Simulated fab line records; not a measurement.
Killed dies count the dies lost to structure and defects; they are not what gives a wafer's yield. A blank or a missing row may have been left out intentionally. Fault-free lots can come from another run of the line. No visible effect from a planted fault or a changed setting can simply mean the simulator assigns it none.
The tool behind it: which one?	flow sky130	11 lots with 33 wafers sampled at 4 steps, on a route of 708 steps

WHAT THE GAUGES SHOWED, per wafer
SKY_NWELL_TW_MEAS_26. Usual: for NWELL_2_TW the level is 495 and the standard deviation is 3.5.
lot	measured	on	NWELL_2_TW	flag
L203	day 5 07:19	film metro-04	497 497 498	
L204	day 5 14:17	film metro-04	498 498 503	
L207	day 6 06:33	film metro-02	492 492 493	
L208	day 6 10:02	film metro-04	491 492 493	
L211	day 8 00:48	film metro-02	492 490 492	
L213	day 8 11:46	film metro-02	493 492 491	
L215	day 8 12:59	film metro-04	495 492 495	
L217	day 9 06:22	film metro-04	503 499 500	
L221	day 10 03:11	film metro-01	500 499 502	
L224	day 10 16:00	film metro-04	473 475 474	OFF
L225	day 11 01:36	film metro-04	475 476 475	OFF

SKY_SD_P_OVL_MEAS_08. Usual: for SD_P_OVL the level is -0.8 nm and the standard deviation is 1.4.
lot	measured	on	SD_P_OVL (nm)	flag
L203	day 25 03:34	overlay-02	-1.3 2.8 -0.5	
L204	day 25 21:19	overlay-01	0.7 -1.9 -1.5	
L207	day 26 14:20	overlay-01	0.2 -1.3 1.3	
L208	day 26 22:37	overlay-02	-0.7 -0.8 0.6	
L211	day 29 07:07	overlay-01	-1.3 -2.0 -0.8	
L213	day 29 20:04	overlay-02	0.4 -0.7 -1.0	
L215	day 29 23:55	overlay-02	0.0 -2.2 -2.7	
L217	day 30 13:31	overlay-02	-1.6 -1.4 -1.1	
L221	day 31 20:12	overlay-01	-0.9 -0.5 -1.9	
L224	day 32 12:13	overlay-02	1.4 -1.4 0.2	
L225	day 32 22:01	overlay-01	-2.3 -2.1 -2.7	

WHAT TOOL EACH LOT RAN ON (gives the tool, then ch and the chambers of the sampled wafers, and finally the start)
lot	SKY_NWELL_IMPLANT_24	SKY_POLY_CUT_STRIP_12
L203	implanter-01 ch 0, day 5 07:04	plasma asher-04 ch 0,1, day 23 22:03
L204	implanter-01 ch 0, day 5 14:04	plasma asher-04 ch 0,1, day 24 16:29
L207	implanter-04 ch 0, day 6 06:18	plasma asher-03 ch 0,1, day 25 08:41
L208	implanter-04 ch 0, day 6 09:47	plasma asher-04 ch 0,1, day 25 17:20
L211	implanter-04 ch 0, day 8 00:33	plasma asher-03 ch 0,1, day 28 03:12
L213	implanter-03 ch 0, day 8 11:31	plasma asher-04 ch 0,1, day 28 16:45
L215	implanter-04 ch 0, day 8 12:44	plasma asher-04 ch 0,1, day 28 20:44
L217	implanter-01 ch 0, day 9 06:09	plasma asher-03 ch 0,1, day 29 09:41
L221	implanter-01 ch 0, day 10 02:59	plasma asher-04 ch 0,1, day 30 17:02
L224	implanter-01 ch 0, day 10 15:45	plasma asher-03 ch 0,1, day 31 08:35
L225	implanter-01 ch 0, day 11 01:21	plasma asher-01 ch 0,1, day 31 18:45
- SKY_NWELL_IMPLANT_24
- SKY_POLY_CUT_STRIP_12: strips in O2/N2.

WHAT THE TOOLS THEMSELVES READ (means of the sampled wafers that have a number; where no wafer has one, the mark that the record gives instead)
SKY_NWELL_IMPLANT_24. Usual: beam energy keV 140.00, standard deviation 0.049; beam on s 10.02 s, standard deviation 0.2; dose ions cm2 9.198e+12, standard deviation 1e+10; end station pressure torr 5.04e-06 Torr, standard deviation 2.6e-07; faraday current uA 51.8, standard deviation 1.
lot	tool	beam energy keV	beam on s (s)	dose ions cm2	end station pressure torr (Torr)	faraday current uA	flag
L203	implanter-01	139.96	9.85	9.198e+12	5.00e-06	52.7	
L204	implanter-01	140.03	9.88	9.197e+12	4.99e-06	52.2	
L207	implanter-04	140.03	9.91	9.196e+12	5.00e-06	52.5	
L208	implanter-04	140.04	10.12	9.201e+12	4.94e-06	51.2	
L211	implanter-04	139.98	9.91	9.194e+12	5.10e-06	52.2	
L213	implanter-03	140.02	9.92	9.200e+12	4.98e-06	52.2	
L215	implanter-04	140.00	9.88	9.192e+12	4.86e-06	52.5	
L217	implanter-01	140.08	9.84	9.211e+12	5.01e-06	52.7	
L221	implanter-01	139.99	10.12	9.201e+12	5.20e-06	51.2	
L224	implanter-01	139.98	8.71	9.196e+12	5.05e-06	59.6	OFF
L225	implanter-01	139.98	8.61	9.198e+12	5.11e-06	60.2	OFF

SKY_POLY_CUT_STRIP_12. Usual: drypump motor current A 5.4 A, standard deviation 0.48; o2 flow sccm 2999 sccm, standard deviation 8.2; oes product au 0.452 a.u., standard deviation 0.0044; strip time to endpoint s 5.359 s, standard deviation 0.017.
lot	tool	drypump motor current A (A)	o2 flow sccm (sccm)	oes product au (a.u.)	strip time to endpoint s (s)	flag
L203	plasma asher-04	5.8	3007	0.453	5.358	
L204	plasma asher-04	5.4	3000	0.452	5.358	
L207	plasma asher-03	5.3	3003	0.454	5.360	
L208	plasma asher-04	5.4	2999	0.456	5.375	
L211	plasma asher-03	5.1	2997	0.451	5.371	
L213	plasma asher-04	5.4	3008	0.455	5.360	
L215	plasma asher-04	5.4	2997	0.450	5.333	
L217	plasma asher-03	5.1	3001	0.453	5.343	
L221	plasma asher-04	5.8	2999	0.448	5.384	
L224	plasma asher-03	5.2	3000	0.450	5.359	
L225	plasma asher-01	5.6	3000	0.454	5.347	

THE ANSWER, worked out from the rows above alone
Rule: lot off if the mean of its wafers having a number is beyond 3 standard deviations from the usual mean. A lot without any number at a reading at which 4 lots or more have one is off too. All remaining lots with rows at the step are treated as sound. After the gauges, taken in route order, come the tools' own readings; for these a lot's mean is taken, as printed above. The first step at which some lot is off is used, and at that step the reading that is off furthest; a lot without a number counts as furthest.
Off: L224, L225, at SKY_NWELL_TW_MEAS_26 (NWELL_2_TW).
A tool fits if, at a process step before that reading, it ran every lot that is off, and no sound lot after the first of them. Not tried: the gauges at SKY_NWELL_TW_MEAS_26; whatever is off there is also off at SKY_NWELL_IMPLANT_24, on other tools, and gauge error can't account for it. One fits: implanter-01 at SKY_NWELL_IMPLANT_24. Its last sound lot is L221 (day 10 02:59), its first lot that is off L224 (day 10 15:45): a fault that began between those two fits.
The tool's own readings at SKY_NWELL_IMPLANT_24 bear it out: on the lots that are off they differ by more than 5 times the standard deviation of the sound lots' means. beam on s reads 8.66 s there against 9.94 s on the sound lots; faraday current uA reads 59.9 there against 52.2 on the sound lots.

WHAT THE SIMULATOR PUT IN
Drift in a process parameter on implanter-01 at SKY_NWELL_IMPLANT_24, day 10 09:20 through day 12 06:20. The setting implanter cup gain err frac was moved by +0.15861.
Lots struck among those shown: L224, L225. The rule above reached the same finding.
